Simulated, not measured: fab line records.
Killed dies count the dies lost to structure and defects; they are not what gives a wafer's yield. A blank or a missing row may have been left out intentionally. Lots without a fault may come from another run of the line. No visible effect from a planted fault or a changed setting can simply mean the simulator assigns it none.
Which tool is to blame? || flow sky130 || 14 lots, 40 wafers sampled, at 5 steps of a route of 708

== WHAT THE GAUGES SHOWED, per wafer ==
SKY_GATE_OXIDE_THK_MEAS_02.
{"lot": "L969", "measured": "day 13 11:19", "on": "filmMetro-02", "GATE_OXIDE_OXIDATION_00_THK (nm)": "10.56 10.32 10.47"}
{"lot": "L971", "measured": "day 13 15:47", "on": "filmMetro-03", "GATE_OXIDE_OXIDATION_00_THK (nm)": "10.33 10.43 10.42"}
{"lot": "L975", "measured": "day 14 21:34", "on": "filmMetro-02", "GATE_OXIDE_OXIDATION_00_THK (nm)": "10.52 10.71"}
{"lot": "L976", "measured": "day 15 06:01", "on": "filmMetro-03", "GATE_OXIDE_OXIDATION_00_THK (nm)": "10.66 10.83"}
{"lot": "L977", "measured": "day 15 11:37", "on": "filmMetro-02", "GATE_OXIDE_OXIDATION_00_THK (nm)": "10.55 10.37 10.46"}
{"lot": "L980", "measured": "day 16 13:36", "on": "filmMetro-03", "GATE_OXIDE_OXIDATION_00_THK (nm)": "10.03 9.82 10.13"}
{"lot": "L983", "measured": "day 17 16:25", "on": "filmMetro-02", "GATE_OXIDE_OXIDATION_00_THK (nm)": "10.58 10.48 10.49"}
{"lot": "L984", "measured": "day 18 02:30", "on": "filmMetro-03", "GATE_OXIDE_OXIDATION_00_THK (nm)": "10.28 10.34 10.23"}
{"lot": "L986", "measured": "day 18 15:03", "on": "filmMetro-02", "GATE_OXIDE_OXIDATION_00_THK (nm)": "10.39 10.21 10.33"}
{"lot": "L988", "measured": "day 19 04:38", "on": "filmMetro-03", "GATE_OXIDE_OXIDATION_00_THK (nm)": "10.35 10.25 10.57"}
{"lot": "L989", "measured": "day 19 13:56", "on": "filmMetro-03", "GATE_OXIDE_OXIDATION_00_THK (nm)": "10.37 10.53 10.20"}
{"lot": "L990", "measured": "day 20 02:09", "on": "filmMetro-03", "GATE_OXIDE_OXIDATION_00_THK (nm)": "10.05 10.06 10.13"}
{"lot": "L992", "measured": "day 20 08:46", "on": "filmMetro-03", "GATE_OXIDE_OXIDATION_00_THK (nm)": "10.05 10.26 10.33"}
{"lot": "L991", "measured": "day 20 10:11", "on": "filmMetro-02", "GATE_OXIDE_OXIDATION_00_THK (nm)": "9.94 9.78 10.05"}

SKY_POLY_GATE_THK_MEAS_04.
{"lot": "L969", "measured": "day 15 22:29", "on": "filmMetro-01", "POLY_GATE_CVD_03_THK (nm)": "75.2 75.4 76.1"}
{"lot": "L971", "measured": "day 16 04:56", "on": "filmMetro-03", "POLY_GATE_CVD_03_THK (nm)": "75.8 75.3 75.1"}
{"lot": "L975", "measured": "day 17 19:08", "on": "filmMetro-03", "POLY_GATE_CVD_03_THK (nm)": "75.3 75.8"}
{"lot": "L976", "measured": "day 18 04:50", "on": "filmMetro-03", "POLY_GATE_CVD_03_THK (nm)": "74.8 74.2"}
{"lot": "L977", "measured": "day 18 04:48", "on": "filmMetro-01", "POLY_GATE_CVD_03_THK (nm)": "74.3 74.5 74.4"}
{"lot": "L980", "measured": "day 19 06:50", "on": "filmMetro-03", "POLY_GATE_CVD_03_THK (nm)": "75.0 75.5 75.8"}
{"lot": "L983", "measured": "day 20 11:26", "on": "filmMetro-01", "POLY_GATE_CVD_03_THK (nm)": "74.5 74.5 74.0"}
{"lot": "L984", "measured": "day 20 23:05", "on": "filmMetro-01", "POLY_GATE_CVD_03_THK (nm)": "76.5 76.8 76.4"}
{"lot": "L986", "measured": "day 21 10:53", "on": "filmMetro-01", "POLY_GATE_CVD_03_THK (nm)": "75.2 74.9 74.7"}
{"lot": "L988", "measured": "day 21 22:28", "on": "filmMetro-01", "POLY_GATE_CVD_03_THK (nm)": "74.7 74.3 74.0"}
{"lot": "L989", "measured": "day 22 08:26", "on": "filmMetro-03", "POLY_GATE_CVD_03_THK (nm)": "75.9 76.2 75.5"}
{"lot": "L990", "measured": "day 22 20:37", "on": "filmMetro-03", "POLY_GATE_CVD_03_THK (nm)": "75.7 75.6 75.6"}
{"lot": "L992", "measured": "day 23 02:35", "on": "filmMetro-03", "POLY_GATE_CVD_03_THK (nm)": "75.2 75.7 75.5"}
{"lot": "L991", "measured": "day 23 05:16", "on": "filmMetro-01", "POLY_GATE_CVD_03_THK (nm)": "76.3 75.1 75.3"}

SKY_LDD_N_OVL_MEAS_07.
{"lot": "L969", "measured": "day 18 12:45", "on": "overlay-01", "LDD_N_OVL (nm)": "-0.5 -0.6 -0.8"}
{"lot": "L971", "measured": "day 18 18:16", "on": "overlay-01", "LDD_N_OVL (nm)": "2.1 1.0 2.0"}
{"lot": "L975", "measured": "day 20 13:11", "on": "overlay-02", "LDD_N_OVL (nm)": "3.3 2.3"}
{"lot": "L976", "measured": "day 20 22:00", "on": "overlay-01", "LDD_N_OVL (nm)": "-1.2 2.2"}
{"lot": "L977", "measured": "day 20 21:10", "on": "overlay-02", "LDD_N_OVL (nm)": "1.3 0.4 0.7"}
{"lot": "L980", "measured": "day 21 22:36", "on": "overlay-02", "LDD_N_OVL (nm)": "1.5 3.1 2.2"}
{"lot": "L983", "measured": "day 23 02:04", "on": "overlay-02", "LDD_N_OVL (nm)": "0.4 -0.1 -1.3"}
{"lot": "L984", "measured": "day 23 14:12", "on": "overlay-01", "LDD_N_OVL (nm)": "-0.6 0.0 -1.2"}
{"lot": "L986", "measured": "day 24 02:12", "on": "overlay-02", "LDD_N_OVL (nm)": "0.7 3.4 2.0"}
{"lot": "L988", "measured": "day 24 12:17", "on": "overlay-01", "LDD_N_OVL (nm)": "-2.0 -0.9 0.6"}
{"lot": "L989", "measured": "day 24 22:16", "on": "overlay-01", "LDD_N_OVL (nm)": "0.4 2.3 1.8"}
{"lot": "L990", "measured": "day 25 11:17", "on": "overlay-02", "LDD_N_OVL (nm)": "1.0 2.9 2.1"}
{"lot": "L992", "measured": "day 25 15:59", "on": "overlay-02", "LDD_N_OVL (nm)": "2.8 1.4 2.1"}
{"lot": "L991", "measured": "day 25 18:59", "on": "overlay-01", "LDD_N_OVL (nm)": "-0.6 -1.3 -1.2"}

== WHICH TOOL RAN EACH LOT (tool, then ch and the chambers of the sampled wafers, then the start) ==
{"lot": "L969", "SKY_POLY_GATE_ETCH_17": "rieSi-02 ch 0,1,3, day 17 02:11", "SKY_POLY_GATE_STRIP_18": "plasmaAsher-02 ch 0,1, day 17 02:16"}
{"lot": "L971", "SKY_POLY_GATE_ETCH_17": "rieSi-01 ch 0,2,3, day 17 08:27", "SKY_POLY_GATE_STRIP_18": "plasmaAsher-03 ch 0,1, day 17 08:32"}
{"lot": "L975", "SKY_POLY_GATE_ETCH_17": "rieSi-01 ch 2,3, day 19 02:11", "SKY_POLY_GATE_STRIP_18": "plasmaAsher-03 ch 1, day 19 02:14"}
{"lot": "L976", "SKY_POLY_GATE_ETCH_17": "rieSi-01 ch 2,3, day 19 12:44", "SKY_POLY_GATE_STRIP_18": "plasmaAsher-01 ch 0,1, day 19 12:47"}
{"lot": "L977", "SKY_POLY_GATE_ETCH_17": "rieSi-02 ch 0,1, day 19 12:05", "SKY_POLY_GATE_STRIP_18": "plasmaAsher-02 ch 0,1, day 19 12:08"}
{"lot": "L980", "SKY_POLY_GATE_ETCH_17": "rieSi-02 ch 0,3, day 20 14:21", "SKY_POLY_GATE_STRIP_18": "plasmaAsher-02 ch 1, day 20 14:24"}
{"lot": "L983", "SKY_POLY_GATE_ETCH_17": "rieSi-02 ch 0,1,2, day 21 18:18", "SKY_POLY_GATE_STRIP_18": "plasmaAsher-03 ch 0,1, day 21 18:21"}
{"lot": "L984", "SKY_POLY_GATE_ETCH_17": "rieSi-02 ch 1,3, day 22 06:04", "SKY_POLY_GATE_STRIP_18": "plasmaAsher-02 ch 0, day 22 06:08"}
{"lot": "L986", "SKY_POLY_GATE_ETCH_17": "rieSi-01 ch 0,2,3, day 22 18:06", "SKY_POLY_GATE_STRIP_18": "plasmaAsher-02 ch 0,1, day 22 18:09"}
{"lot": "L988", "SKY_POLY_GATE_ETCH_17": "rieSi-01 ch 0,2,3, day 23 05:46", "SKY_POLY_GATE_STRIP_18": "plasmaAsher-01 ch 0,1, day 23 05:50"}
{"lot": "L989", "SKY_POLY_GATE_ETCH_17": "rieSi-02 ch 0,1,3, day 23 14:58", "SKY_POLY_GATE_STRIP_18": "plasmaAsher-03 ch 1, day 23 15:02"}
{"lot": "L990", "SKY_POLY_GATE_ETCH_17": "rieSi-01 ch 1,3, day 24 03:24", "SKY_POLY_GATE_STRIP_18": "plasmaAsher-01 ch 0,1, day 24 03:27"}
{"lot": "L992", "SKY_POLY_GATE_ETCH_17": "rieSi-02 ch 0,1,3, day 24 08:28", "SKY_POLY_GATE_STRIP_18": "plasmaAsher-01 ch 0,1, day 24 08:32"}
{"lot": "L991", "SKY_POLY_GATE_ETCH_17": "rieSi-01 ch 0,1,2, day 24 11:58", "SKY_POLY_GATE_STRIP_18": "plasmaAsher-01 ch 0,1, day 24 12:02"}
- SKY_POLY_GATE_ETCH_17: etches poly-Si in HBr/Cl2, stops on SiO2, target depth 180 nm, time 70.5 s.
- SKY_POLY_GATE_STRIP_18: strips in O2/N2.

== WHAT THE TOOLS THEMSELVES READ (means of the sampled wafers that have a number; where no wafer has one, the mark that the record gives instead) ==
SKY_POLY_GATE_ETCH_17.
{"lot": "L969", "tool": "rieSi-02", "drypumpMotorCurrentA (A)": 5.5, "oesProductAu (a.u.)": 0.982, "throttleValvePct (%)": 33.687}
{"lot": "L971", "tool": "rieSi-01", "drypumpMotorCurrentA (A)": 5.8, "oesProductAu (a.u.)": 0.986, "throttleValvePct (%)": 33.687}
{"lot": "L975", "tool": "rieSi-01", "drypumpMotorCurrentA (A)": 6.0, "oesProductAu (a.u.)": 0.919, "throttleValvePct (%)": 33.678}
{"lot": "L976", "tool": "rieSi-01", "drypumpMotorCurrentA (A)": 6.0, "oesProductAu (a.u.)": 0.921, "throttleValvePct (%)": 33.691}
{"lot": "L977", "tool": "rieSi-02", "drypumpMotorCurrentA (A)": 5.9, "oesProductAu (a.u.)": 0.986, "throttleValvePct (%)": 33.679}
{"lot": "L980", "tool": "rieSi-02", "drypumpMotorCurrentA (A)": 5.6, "oesProductAu (a.u.)": 0.990, "throttleValvePct (%)": 33.687}
{"lot": "L983", "tool": "rieSi-02", "drypumpMotorCurrentA (A)": 6.0, "oesProductAu (a.u.)": 0.992, "throttleValvePct (%)": 33.682}
{"lot": "L984", "tool": "rieSi-02", "drypumpMotorCurrentA (A)": 5.1, "oesProductAu (a.u.)": 0.990, "throttleValvePct (%)": 33.687}
{"lot": "L986", "tool": "rieSi-01", "drypumpMotorCurrentA (A)": 5.8, "oesProductAu (a.u.)": 0.982, "throttleValvePct (%)": 33.685}
{"lot": "L988", "tool": "rieSi-01", "drypumpMotorCurrentA (A)": 5.8, "oesProductAu (a.u.)": 0.983, "throttleValvePct (%)": 33.692}
{"lot": "L989", "tool": "rieSi-02", "drypumpMotorCurrentA (A)": 5.5, "oesProductAu (a.u.)": 0.988, "throttleValvePct (%)": 33.686}
{"lot": "L990", "tool": "rieSi-01", "drypumpMotorCurrentA (A)": 6.2, "oesProductAu (a.u.)": 0.990, "throttleValvePct (%)": 33.678}
{"lot": "L992", "tool": "rieSi-02", "drypumpMotorCurrentA (A)": 5.5, "oesProductAu (a.u.)": 0.974, "throttleValvePct (%)": 33.689}
{"lot": "L991", "tool": "rieSi-01", "drypumpMotorCurrentA (A)": 5.8, "oesProductAu (a.u.)": 0.994, "throttleValvePct (%)": 33.686}

SKY_POLY_GATE_STRIP_18.
{"lot": "L969", "tool": "plasmaAsher-02", "drypumpMotorCurrentA (A)": 5.82, "n2FlowSccm (sccm)": 299.9, "oesProductAu (a.u.)": 0.358, "stripTimeToEndpointS (s)": 3.162}
{"lot": "L971", "tool": "plasmaAsher-03", "drypumpMotorCurrentA (A)": 5.57, "n2FlowSccm (sccm)": 300.1, "oesProductAu (a.u.)": 0.364, "stripTimeToEndpointS (s)": 3.155}
{"lot": "L975", "tool": "plasmaAsher-03", "drypumpMotorCurrentA (A)": 5.33, "n2FlowSccm (sccm)": 299.7, "oesProductAu (a.u.)": 0.363, "stripTimeToEndpointS (s)": 3.260}
{"lot": "L976", "tool": "plasmaAsher-01", "drypumpMotorCurrentA (A)": 6.07, "n2FlowSccm (sccm)": 301.4, "oesProductAu (a.u.)": 0.366, "stripTimeToEndpointS (s)": 3.306}
{"lot": "L977", "tool": "plasmaAsher-02", "drypumpMotorCurrentA (A)": 5.78, "n2FlowSccm (sccm)": 300.1, "oesProductAu (a.u.)": 0.358, "stripTimeToEndpointS (s)": 3.187}
{"lot": "L980", "tool": "plasmaAsher-02", "drypumpMotorCurrentA (A)": 5.76, "n2FlowSccm (sccm)": 299.3, "oesProductAu (a.u.)": 0.357, "stripTimeToEndpointS (s)": 3.127}
{"lot": "L983", "tool": "plasmaAsher-03", "drypumpMotorCurrentA (A)": 5.57, "n2FlowSccm (sccm)": 299.3, "oesProductAu (a.u.)": 0.362, "stripTimeToEndpointS (s)": 3.177}
{"lot": "L984", "tool": "plasmaAsher-02", "drypumpMotorCurrentA (A)": 5.84, "n2FlowSccm (sccm)": 300.0, "oesProductAu (a.u.)": 0.360, "stripTimeToEndpointS (s)": 3.199}
{"lot": "L986", "tool": "plasmaAsher-02", "drypumpMotorCurrentA (A)": 5.78, "n2FlowSccm (sccm)": 300.9, "oesProductAu (a.u.)": 0.360, "stripTimeToEndpointS (s)": 3.181}
{"lot": "L988", "tool": "plasmaAsher-01", "drypumpMotorCurrentA (A)": 6.00, "n2FlowSccm (sccm)": 299.0, "oesProductAu (a.u.)": 0.363, "stripTimeToEndpointS (s)": 3.177}
{"lot": "L989", "tool": "plasmaAsher-03", "drypumpMotorCurrentA (A)": 5.31, "n2FlowSccm (sccm)": 298.9, "oesProductAu (a.u.)": 0.357, "stripTimeToEndpointS (s)": 3.150}
{"lot": "L990", "tool": "plasmaAsher-01", "drypumpMotorCurrentA (A)": 6.11, "n2FlowSccm (sccm)": 299.2, "oesProductAu (a.u.)": 0.365, "stripTimeToEndpointS (s)": 3.162}
{"lot": "L992", "tool": "plasmaAsher-01", "drypumpMotorCurrentA (A)": 6.02, "n2FlowSccm (sccm)": 299.3, "oesProductAu (a.u.)": 0.357, "stripTimeToEndpointS (s)": 3.180}
{"lot": "L991", "tool": "plasmaAsher-01", "drypumpMotorCurrentA (A)": 6.11, "n2FlowSccm (sccm)": 299.6, "oesProductAu (a.u.)": 0.364, "stripTimeToEndpointS (s)": 3.146}

== THE ANSWER, worked out from the rows above alone ==
Rule: usual is defined by the lots themselves. The widest of any qualifying gaps counts: lots, ordered by their means at a reading, are off when they make up no more than a third of the lots, leave a main group of 4 or more, and stand apart from it by 3 or more times the standard deviation of that group's means. A main group is skipped when, at the precision printed for the reading in the tables above, its means are all equal. Also off: a lot with no number at a reading for which 4 or more lots have one. All remaining lots with rows at the step are treated as sound. First the gauges in route order, then the tools' own readings, where a lot's mean is used as printed above. At the first step where some lot is off, the reading lying furthest off is the one used; lots without a number count as furthest.
Off: L975, L976, at SKY_POLY_GATE_ETCH_17 (oesProductAu). Main group: mean 0.986 a.u., sd 0.0053.
If a tool, at that step or one of the process steps before it, ran each lot that is off and ran no sound lot following the first of them, it fits. Not one of the candidates tried fits.

== WHAT THE SIMULATOR HAD PUT IN ==
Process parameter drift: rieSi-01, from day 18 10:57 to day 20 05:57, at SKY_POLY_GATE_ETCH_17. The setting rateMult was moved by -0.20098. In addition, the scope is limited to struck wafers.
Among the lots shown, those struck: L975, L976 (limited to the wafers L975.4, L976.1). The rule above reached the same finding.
